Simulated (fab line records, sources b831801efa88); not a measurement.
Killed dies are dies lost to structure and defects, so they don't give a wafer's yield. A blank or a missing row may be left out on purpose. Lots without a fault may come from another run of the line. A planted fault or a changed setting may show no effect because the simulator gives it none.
A sampling plan put to the test | flow sky130 | one fab line, 16 faults that these records tell of, each judged on the records of the lots that it struck; 1 more is left out, because the records don't allow judging it
The plan is the line's own looks: the steps of the route at which a gauge or an inspection reads the wafer and doesn't change it. A look can be judged if struck wafers have a number there and the file gives its usual mean and standard deviation on fault-free wafers. Caught: at a look after the fault's first step, the mean of the struck wafers lies 4 or more of those standard deviations (sigma) from the usual mean. On the tool: the same test on the tool's own readings at the fault's steps. Another recipe on the struck wafers, or a record that is blank for them alone, also counts as caught.

THE FAULTS, as the simulator had put them in
1. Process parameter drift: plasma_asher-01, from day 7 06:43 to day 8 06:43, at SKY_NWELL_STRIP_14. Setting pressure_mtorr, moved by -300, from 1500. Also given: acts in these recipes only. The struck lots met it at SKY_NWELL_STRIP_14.
2. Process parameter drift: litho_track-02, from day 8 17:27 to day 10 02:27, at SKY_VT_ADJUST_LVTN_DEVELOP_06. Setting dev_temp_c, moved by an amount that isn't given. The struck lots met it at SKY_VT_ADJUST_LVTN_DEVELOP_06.
3. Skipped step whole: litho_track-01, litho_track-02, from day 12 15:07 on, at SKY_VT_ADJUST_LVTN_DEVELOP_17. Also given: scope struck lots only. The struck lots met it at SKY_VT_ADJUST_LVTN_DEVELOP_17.
4. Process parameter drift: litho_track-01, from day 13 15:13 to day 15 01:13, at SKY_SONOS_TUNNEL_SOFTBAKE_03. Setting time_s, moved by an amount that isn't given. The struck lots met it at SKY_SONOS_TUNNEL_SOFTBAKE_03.
5. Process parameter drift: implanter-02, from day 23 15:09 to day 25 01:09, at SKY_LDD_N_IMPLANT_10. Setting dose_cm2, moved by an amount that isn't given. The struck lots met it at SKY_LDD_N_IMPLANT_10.
6. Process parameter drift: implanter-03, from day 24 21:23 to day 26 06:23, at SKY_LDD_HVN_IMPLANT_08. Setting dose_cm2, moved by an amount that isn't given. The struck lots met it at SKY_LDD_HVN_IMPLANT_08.
7. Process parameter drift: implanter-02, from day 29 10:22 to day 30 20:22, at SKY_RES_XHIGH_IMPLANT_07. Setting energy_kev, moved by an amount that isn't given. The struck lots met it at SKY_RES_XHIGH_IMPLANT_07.
8. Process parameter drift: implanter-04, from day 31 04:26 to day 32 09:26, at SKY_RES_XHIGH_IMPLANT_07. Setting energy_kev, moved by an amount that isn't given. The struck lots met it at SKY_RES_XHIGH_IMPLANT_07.
9. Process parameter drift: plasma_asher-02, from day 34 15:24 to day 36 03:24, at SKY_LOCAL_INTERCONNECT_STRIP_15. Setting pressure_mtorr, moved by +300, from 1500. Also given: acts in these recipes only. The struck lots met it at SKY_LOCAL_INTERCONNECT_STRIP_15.
10. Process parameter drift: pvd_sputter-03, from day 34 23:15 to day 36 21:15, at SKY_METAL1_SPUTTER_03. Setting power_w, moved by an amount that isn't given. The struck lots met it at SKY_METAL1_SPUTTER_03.
11. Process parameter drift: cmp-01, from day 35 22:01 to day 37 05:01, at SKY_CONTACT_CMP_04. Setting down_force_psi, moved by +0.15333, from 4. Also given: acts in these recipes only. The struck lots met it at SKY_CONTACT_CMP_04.
12. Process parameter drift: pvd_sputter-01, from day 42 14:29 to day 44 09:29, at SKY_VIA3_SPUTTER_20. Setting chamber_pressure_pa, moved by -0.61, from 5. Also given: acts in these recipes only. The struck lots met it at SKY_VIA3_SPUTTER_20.
13. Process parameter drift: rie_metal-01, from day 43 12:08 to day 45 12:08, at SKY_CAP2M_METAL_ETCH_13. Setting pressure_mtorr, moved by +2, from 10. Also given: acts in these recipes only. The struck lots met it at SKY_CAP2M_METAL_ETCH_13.
14. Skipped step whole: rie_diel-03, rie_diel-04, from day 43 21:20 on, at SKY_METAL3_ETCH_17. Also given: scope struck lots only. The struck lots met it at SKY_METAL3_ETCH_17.
15. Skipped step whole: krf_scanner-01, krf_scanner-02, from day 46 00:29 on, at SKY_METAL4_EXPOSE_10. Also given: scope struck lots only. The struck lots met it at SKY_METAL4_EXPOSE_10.
16. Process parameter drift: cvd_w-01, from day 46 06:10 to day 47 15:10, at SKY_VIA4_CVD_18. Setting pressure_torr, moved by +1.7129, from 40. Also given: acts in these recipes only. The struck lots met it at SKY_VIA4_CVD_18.

WHAT THE PLAN SAW
fault | on the tool itself                               | first look that catches it                      | reading, sigma | median hours from its first step to that look | hours from the fault's start to the first struck lot there | judged looks passed uncaught
1     | chamber_pressure_mTorr -99 or beyond sigma       | none of the 2 looks that can be judged after it | -              | -                                             | -                                                          | 2
2     | developer_temp_C +8.2 sigma                      | not the one look that can be judged after it    | -              | -                                             | -                                                          | 1
3     | the tool's record is blank for the struck wafers | not the one look that can be judged after it    | -              | -                                             | -                                                          | 1
4     | run_length_s +79 sigma                           | not the one look that can be judged after it    | -              | -                                             | -                                                          | 1
5     | dose_ions_cm2 -20 sigma                          | no look after it can be judged                  | -              | -                                             | -                                                          | 0
6     | dose_ions_cm2 +19 sigma                          | no look after it can be judged                  | -              | -                                             | -                                                          | 0
7     | beam_energy_keV +95 sigma                        | none of the 2 looks that can be judged after it | -              | -                                             | -                                                          | 2
8     | beam_energy_keV -99 or beyond sigma              | not the one look that can be judged after it    | -              | -                                             | -                                                          | 1
9     | chamber_pressure_mTorr +99 or beyond sigma       | no look after it can be judged                  | -              | -                                             | -                                                          | 0
10    | cathode_dc_power_W -99 or beyond sigma           | none of the 2 looks that can be judged after it | -              | -                                             | -                                                          | 2
11    | head_pressure_psi +16 sigma                      | no look after it can be judged                  | -              | -                                             | -                                                          | 0
12    | chamber_pressure_pa -64 sigma                    | no look after it can be judged                  | -              | -                                             | -                                                          | 0
13    | chamber_pressure_mTorr +99 or beyond sigma       | no look after it can be judged                  | -              | -                                             | -                                                          | 0
14    | the tool's record is blank for the struck wafers | no look after it can be judged                  | -              | -                                             | -                                                          | 0
15    | no reading that can be judged                    | no look after it can be judged                  | -              | -                                             | -                                                          | 0
16    | chamber_pressure_Torr +16 sigma                  | no look after it can be judged                  | -              | -                                             | -                                                          | 0
A dash: the fault isn't caught, or these records don't give the number.

Caught at a look: 0 of 16. Caught on the tool: 15 of 16. By one or the other: 15 of 16.
Caught on the tool alone: faults 1, 2, 3, 4, 5, 6, 7, 8, 9, 10, 11, 12, 13, 14, 16.
Caught by neither: fault 15.
